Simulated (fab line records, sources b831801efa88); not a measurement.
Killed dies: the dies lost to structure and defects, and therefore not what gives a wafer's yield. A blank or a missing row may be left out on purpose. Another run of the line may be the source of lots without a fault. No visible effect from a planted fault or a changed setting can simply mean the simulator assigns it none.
A struck lot beside a sound one | flow gf180mcu | 15 out of 602 route steps
Sound: the wafers L364.3, L364.5, L364.6. Wafers L382.1, L382.3, L382.5 were the ones struck. At the end, the cause is stated.
Each step with rows lists, per side, the tool, then ch with its chambers, then its first start. Under that, the readings that differ: sound wafers | struck wafers | difference of the means | sigmas: that difference in standard deviations of wafers without a fault.
alike: same words and numbers on both sides, and readings whose means sit less than 2 such deviations apart. not compared: any withheld reading, any reading some wafer has no value for, any bound like >300 that may hide the same value, and any number with overlapping values for which the record gives no deviation.
A row with sigmas, a row that says differs or no value, or rows on one side alone: a step with any of these is where the two part. Numbers that have no deviation but don't overlap get no sigmas and don't part them. A reading missing from all wafers of one side parts the sides only when that side holds two or more wafers.

first, 7 steps without rows for these wafers: GF_HV_LDD_DEHYDRATE_24 (time 60 s); GF_HV_LDD_HMDS_25 (prime time 60 s); GF_HV_LDD_COAT_26 (resist thk 1000 nm); GF_HV_LDD_SOFTBAKE_27 (time 60 s); GF_HV_LDD_EXPOSE_28 (exposes mask Nplus HV AREA, target cd 400 nm); GF_HV_LDD_PEB_29; GF_HV_LDD_DEVELOP_30 (develop time 60 s).
GF_HV_LDD_CD_MEAS_31: the cd target is 400 nm.
  sound: cd_sem-01 at day 11 12:03; struck: cd_sem-01 at day 17 07:25
  reading    | sound             | struck            | difference | sigmas
  cd_nm (nm) | 400.4 401.4 401.8 | 396.7 394.6 396.0 | -5.4       | -3
GF_HV_LDD_OVL_MEAS_32:
  sound: overlay-02 at day 11 12:08; struck: overlay-01 at day 17 07:32
  alike: HV_LDD_02_OVL
then, 3 steps without rows for these wafers: GF_HV_LDD_IMPLANT_33; GF_HV_LDD_IMPLANT_34; GF_HV_LDD_IMPLANT_35.
GF_HV_LDD_IMPLANT_36:
  sound on implanter-03 ch 0, day 11 12:40; struck on implanter-01 ch 0, day 17 08:01
  reading                   | sound                | struck               | difference | sigmas
  beam_energy_keV           | 60.027 60.010 59.984 | 62.396 62.415 62.403 | +2.398     | +99 or more
  model.implant.rp_nm (nm)  | 61.4 61.4 61.4       | 64.28 64.28 64.28    | +2.88      |
  model.implant.drp_nm (nm) | 28.68 28.68 28.68    | 29.68 29.68 29.68    | +1.00      |
  alike: dose_ions_cm2, tilt_deg
GF_HV_LDD_STRIP_37: strips in O2/N2.
  sound on plasma_asher-04 ch 0,1, day 11 12:48; struck on plasma_asher-04 ch 0, day 17 08:10
  alike: chamber_pressure_mTorr, drypump_motor_current_A, heater_power_w, oes_product_au, strip_time_to_endpoint_s
  not compared: rf_hours_counter_h
-- the record jumps here: 16 days lie between the struck wafers' starts before and after (it left off in module HV_LDD and takes up again in module PASSIVATION, whose first step shown is number 602 of the route) --
GF_PASSIVATION_PROBE_99:
  the record has rows for the struck wafers here (prober-02, day 33 19:58) and none for the sound ones

== WHERE THEY PART ==
Last at GF_PASSIVATION_PROBE_99 as far as this record goes, first at GF_HV_LDD_CD_MEAS_31.

WHY: what had been put in by the simulator
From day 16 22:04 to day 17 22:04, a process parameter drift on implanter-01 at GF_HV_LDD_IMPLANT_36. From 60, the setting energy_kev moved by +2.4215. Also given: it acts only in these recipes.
